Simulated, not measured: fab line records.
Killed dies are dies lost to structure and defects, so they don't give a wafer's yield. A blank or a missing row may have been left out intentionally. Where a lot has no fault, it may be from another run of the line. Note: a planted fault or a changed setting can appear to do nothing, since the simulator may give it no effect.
The same fault as seen by 2 desks + flow gf180mcu + every desk sees just its own numbers, and what lay behind them comes last

AT THE TOOL OWNER'S DESK: rie-metal-01
The tool's own readings at GF_M2_METAL_ETCH_16 (etches the open film in Cl2/BCl3, stops on SiO2, target depth 627.5 nm, time 104.6 s): means of the sampled wafers that have a number, for each lot that ran on this tool. The brackets show how far a lot's mean lies from the usual mean; more than 4 standard deviations puts the lot out of limits, marked OUT.
Columns: A = drypump-motor-current-A at GF_M2_METAL_ETCH_16, usual 5.47 A; B = he-backside-leak-sccm at GF_M2_METAL_ETCH_16, usual 3.4 sccm; C = oes-product-au at GF_M2_METAL_ETCH_16, usual 0.975 a.u.; D = throttle-valve-pct at GF_M2_METAL_ETCH_16, usual 28.247 %
| lot  | first seen here | A    | B   | C               | D                 |
|------|-----------------|------|-----|-----------------|-------------------|
| L274 | day 19 03:04    | 5.71 | 3.6 | 0.979           | 28.242            |
| L277 | day 20 18:07    | 5.72 | 3.7 | 0.972           | 28.237            |
| L281 | day 22 15:24    | 5.78 | 3.4 | 0.870 (-18) OUT | 28.366 (+12) OUT  |
| L282 | day 23 09:18    | 5.68 | 3.3 | 0.914 (-10) OUT | 28.303 (+5.8) OUT |
| L292 | day 25 23:04    | 5.73 | 3.5 | 0.970           | 28.253            |
| L293 | day 26 08:34    | 5.72 | 3.6 | 0.978           | 28.239            |
| L295 | day 26 17:54    | 5.68 | 3.1 | 0.973           | 28.246            |
This desk's verdict: out of limits on L281, L282, starting with L281 at day 22 15:24 (oes-product-au at GF_M2_METAL_ETCH_16). Within limits: L274, L277, L292, L293, L295.

FROM THE METROLOGY DESK
Lot by lot, what the gauges showed, no matter which tool ran the lot: averages of those sampled wafers that carry a number. The brackets show how far a lot's mean lies from the usual mean; more than 4 standard deviations puts the lot out of limits, marked OUT.
Columns: A = V2_CVD_00_THK at GF_V2_THK_MEAS_01, usual 599 nm
| lot  | first seen here | A   |
|------|-----------------|-----|
| L273 | day 18 22:53    | 603 |
| L274 | day 19 03:46    | 590 |
| L275 | day 19 13:23    | 602 |
| L277 | day 20 18:58    | 596 |
| L281 | day 22 16:14    | 591 |
| L282 | day 23 10:00    | 600 |
| L289 | day 25 07:27    | 602 |
| L290 | day 25 07:53    | 600 |
| L291 | day 25 16:43    | 599 |
| L292 | day 25 23:46    | 603 |
| L293 | day 26 09:18    | 611 |
| L294 | day 26 09:59    | 607 |
| L295 | day 26 18:38    | 599 |
| L296 | day 27 01:51    | 595 |
This desk's verdict: no lot among the 14 shows anything out of limits.

PUT TOGETHER
The tool owner's desk had the chance to raise an alarm at day 22 15:24 on L281, L282.
From the metrology desk's view, nothing was out of limits.
The metrology desk has L281, L282 on record, within its limits.
The lots listed all ran GF_M2_METAL_ETCH_16 on rie-metal-01.

WHAT THE SIMULATOR PUT IN
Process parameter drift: rie-metal-01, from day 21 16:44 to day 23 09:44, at GF_M2_METAL_ETCH_16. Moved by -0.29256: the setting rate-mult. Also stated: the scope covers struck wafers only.
Lots struck among those shown: L281, L282.
Delay in hours, fault start to first out-of-limits reading, by desk: the tool owner's desk at 23.
